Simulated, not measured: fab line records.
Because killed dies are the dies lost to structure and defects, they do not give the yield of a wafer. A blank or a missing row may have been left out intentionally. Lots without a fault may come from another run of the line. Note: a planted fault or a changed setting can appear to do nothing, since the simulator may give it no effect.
The same fault as seen by 2 desks -- flow sky130 -- numbers are kept per desk, each desk with only its own; the story behind them comes last

DESK OF THE TOOL OWNER: pvd_sputter-03
The tool's own readings at SKY_METAL1_SPUTTER_00 (material Ti, target thk 15 nm, time 10 s): means of the sampled wafers that have a number, for each lot that ran on this tool. If a lot's mean is further than 4 standard deviations from the usual mean, the lot is out of limits and carries the mark OUT (the distance appears in the brackets).
Columns: A = cathode_dc_power_W at SKY_METAL1_SPUTTER_00, usual 3000.0 W; B = chamber_pressure_pa at SKY_METAL1_SPUTTER_00, usual 0.3999 Pa; C = throttle_valve_pct at SKY_METAL1_SPUTTER_00, usual 29.7 %
lot,first seen here,A,B,C
L864,day 32 05:32,2999.6,0.3997,29.5
L884,day 38 01:18,3000.4,0.3994,30.1
L885,day 38 13:01,3000.2,0.4000,30.0
L887,day 38 20:09,3000.1,0.3998,29.4
Result from this desk: across the 4 lots, nothing is out of limits.

AT THE METROLOGY DESK
What the gauges read, lot by lot, whatever tool the lot ran on: means of the sampled wafers that have a number. If a lot's mean is further than 4 standard deviations from the usual mean, the lot is out of limits and carries the mark OUT (the distance appears in the brackets).
Columns: A = LOCAL_INTERCONNECT_TIN_THK at SKY_LOCAL_INTERCONNECT_THK_MEAS_02, usual 99.5 nm; B = METAL1_ALCU_RS at SKY_METAL1_RS_MEAS_05, usual 0.1274 ohm/sq
lot,first seen here,A,B
L864,day 29 19:07,99.6,0.1279
L867,day 30 13:17,98.3,0.1307
L866,day 30 16:26,99.0,0.1277
L868,day 30 19:41,100.2,0.1260
L877,day 33 13:55,101.0,0.1278
L881,day 34 19:29,97.6,0.1275
L884,day 35 17:54,99.2,0.1269
L885,day 36 06:34,97.4,0.1261
L886,day 36 09:27,99.7,0.1268
L887,day 36 13:56,99.5,0.1265
Result from this desk: across the 10 lots, nothing is out of limits.

BROUGHT TOGETHER
The tool owner's desk saw nothing out of limits.
At the metrology desk, nothing out of limits was observed.

WHAT HAD BEEN PUT IN BY THE SIMULATOR
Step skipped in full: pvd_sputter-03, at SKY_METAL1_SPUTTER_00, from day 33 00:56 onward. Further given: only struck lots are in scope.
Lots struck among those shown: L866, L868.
